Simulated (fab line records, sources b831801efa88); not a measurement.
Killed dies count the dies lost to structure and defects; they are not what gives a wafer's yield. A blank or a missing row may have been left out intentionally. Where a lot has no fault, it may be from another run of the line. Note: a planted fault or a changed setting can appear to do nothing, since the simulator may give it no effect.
Which tool was responsible? :: flow gf180mcu :: Sampling: 12 lots, 36 wafers, 3 of 602 route steps

WHAT EACH GAUGE READ, for each wafer
GF_CONTACT_RS_MEAS_25: measures by four-point-probe. Usual: CONTACT_W_RS typically reads 0.385 ohm/sq, with standard deviation 0.0035.
lot: L970
measured: day 15 21:52
on: filmMetro-01
CONTACT_W_RS (ohm/sq): 0.380 0.385 0.386
flag: 

lot: L971
measured: day 16 13:21
on: filmMetro-02
CONTACT_W_RS (ohm/sq): 0.390 0.384 0.384
flag: 

lot: L972
measured: day 16 21:56
on: filmMetro-02
CONTACT_W_RS (ohm/sq): 0.382 0.390 0.383
flag: 

lot: L974
measured: day 17 12:01
on: filmMetro-04
CONTACT_W_RS (ohm/sq): 0.387 0.381 0.384
flag: 

lot: L975
measured: day 17 17:28
on: filmMetro-01
CONTACT_W_RS (ohm/sq): 0.393 0.391 0.390
flag: 

lot: L976
measured: day 18 08:58
on: filmMetro-01
CONTACT_W_RS (ohm/sq): 0.442 0.383 0.445 0.443 0.383 0.445
flag: OFF

lot: L978
measured: day 19 01:38
on: filmMetro-01
CONTACT_W_RS (ohm/sq): 0.387 0.384 0.389
flag: 

lot: L980
measured: day 19 21:26
on: filmMetro-02
CONTACT_W_RS (ohm/sq): 0.381 0.386 0.437 0.382 0.385 0.437
flag: OFF

lot: L983
measured: day 21 08:33
on: filmMetro-01
CONTACT_W_RS (ohm/sq): 0.389 0.380 0.382
flag: 

lot: L984
measured: day 21 11:53
on: filmMetro-04
CONTACT_W_RS (ohm/sq): 0.386 0.380 0.384
flag: 

lot: L987
measured: day 22 12:14
on: filmMetro-04
CONTACT_W_RS (ohm/sq): 0.384 0.385 0.388
flag: 

lot: L993
measured: day 24 09:31
on: filmMetro-02
CONTACT_W_RS (ohm/sq): 0.390 0.389 0.390
flag: 

GF_CONTACT_THK_MEAS_26: measures by xrf. Usual: CONTACT_W_THK typically reads 296 nm, with standard deviation 3.6.
lot: L970
measured: day 15 21:59
on: filmMetro-01
CONTACT_W_THK (nm): 300 296 295
flag: 

lot: L971
measured: day 16 13:28
on: filmMetro-02
CONTACT_W_THK (nm): 292 297 297
flag: 

lot: L972
measured: day 16 22:03
on: filmMetro-02
CONTACT_W_THK (nm): 299 291 298
flag: 

lot: L974
measured: day 17 12:08
on: filmMetro-04
CONTACT_W_THK (nm): 292 297 295
flag: 

lot: L975
measured: day 17 17:35
on: filmMetro-01
CONTACT_W_THK (nm): 292 293 296
flag: 

lot: L976
measured: day 18 10:59
on: filmMetro-01
CONTACT_W_THK (nm): 259 293 258 260 292 259
flag: OFF

lot: L978
measured: day 19 01:45
on: filmMetro-01
CONTACT_W_THK (nm): 293 296 292
flag: 

lot: L980
measured: day 20 00:01
on: filmMetro-02
CONTACT_W_THK (nm): 302 298 269 302 297 269
flag: 

lot: L983
measured: day 21 08:40
on: filmMetro-01
CONTACT_W_THK (nm): 290 296 294
flag: 

lot: L984
measured: day 21 11:59
on: filmMetro-04
CONTACT_W_THK (nm): 296 301 297
flag: 

lot: L987
measured: day 22 12:20
on: filmMetro-04
CONTACT_W_THK (nm): 295 293 292
flag: 

lot: L993
measured: day 24 09:38
on: filmMetro-02
CONTACT_W_THK (nm): 296 297 295
flag: 

TOOL THAT RAN EACH LOT (tool first, then ch and the chambers of the sampled wafers, then the start)
lot: L970
GF_CONTACT_CVD_24: cvdW-01 ch 0,1, day 15 21:46

lot: L971
GF_CONTACT_CVD_24: cvdW-01 ch 0,1, day 16 13:14

lot: L972
GF_CONTACT_CVD_24: cvdW-02 ch 0,1, day 16 21:50

lot: L974
GF_CONTACT_CVD_24: cvdW-02 ch 0,1, day 17 11:55

lot: L975
GF_CONTACT_CVD_24: cvdW-02 ch 0,1, day 17 17:22

lot: L976
GF_CONTACT_CVD_24: cvdW-01 ch 0,1, day 18 08:51

lot: L978
GF_CONTACT_CVD_24: cvdW-02 ch 0,1, day 19 01:32

lot: L980
GF_CONTACT_CVD_24: cvdW-01 ch 0,1, day 19 21:20

lot: L983
GF_CONTACT_CVD_24: cvdW-02 ch 0,1, day 21 08:27

lot: L984
GF_CONTACT_CVD_24: cvdW-02 ch 0,1, day 21 11:46

lot: L987
GF_CONTACT_CVD_24: cvdW-02 ch 0,1, day 22 12:08

lot: L993
GF_CONTACT_CVD_24: cvdW-02 ch 0, day 24 09:25
- GF_CONTACT_CVD_24: deposits W, target thk 300 nm, time 90.339 s.

AS READ BY THE TOOLS THEMSELVES (means over the sampled wafers that have a number; for cases with no such wafer, the mark the record gives instead)
GF_CONTACT_CVD_24. Usual: heaterPowerW reads 787 W (standard deviation 110).
lot: L970
tool: cvdW-01
heaterPowerW (W): 761
flag: 

lot: L971
tool: cvdW-01
heaterPowerW (W): 749
flag: 

lot: L972
tool: cvdW-02
heaterPowerW (W): 882
flag: 

lot: L974
tool: cvdW-02
heaterPowerW (W): 871
flag: 

lot: L975
tool: cvdW-02
heaterPowerW (W): 790
flag: 

lot: L976
tool: cvdW-01
heaterPowerW (W): 731
flag: 

lot: L978
tool: cvdW-02
heaterPowerW (W): 889
flag: 

lot: L980
tool: cvdW-01
heaterPowerW (W): 727
flag: 

lot: L983
tool: cvdW-02
heaterPowerW (W): 793
flag: 

lot: L984
tool: cvdW-02
heaterPowerW (W): 785
flag: 

lot: L987
tool: cvdW-02
heaterPowerW (W): 889
flag: 

lot: L993
tool: cvdW-02
heaterPowerW (W): 707
flag: 

THE ANSWER, worked out from the rows above alone
Rule: lot off if the mean of its wafers having a number is beyond 3 standard deviations from the usual mean. Also off: a lot with no number at a reading for which 4 or more lots have one. Where the step has rows for the other lots, those lots are counted as sound. The gauges are gone through in route order, then the tools' own readings, and for those a lot's mean is taken as printed above. At the first step where some lot is off, the reading lying furthest off is the one used; lots without a number count as furthest.
Off: L976, L980, at GF_CONTACT_RS_MEAS_25 (CONTACT_W_RS).
A tool fits if, at a process step before that reading, it ran every lot that is off, and no sound lot after the first of them. Gauges at GF_CONTACT_RS_MEAS_25: tried the same way as those tools. One fits: cvdW-01 at GF_CONTACT_CVD_24. A fault onset in the window from L971 (day 16 13:14, its last sound lot) to L976 (day 18 08:51, its first lot off) fits.

WHAT THE SIMULATOR PUT IN
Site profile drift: cvdW-01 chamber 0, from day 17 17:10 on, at GF_CONTACT_CVD_24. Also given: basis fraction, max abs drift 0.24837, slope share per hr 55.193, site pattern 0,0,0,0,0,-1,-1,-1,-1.
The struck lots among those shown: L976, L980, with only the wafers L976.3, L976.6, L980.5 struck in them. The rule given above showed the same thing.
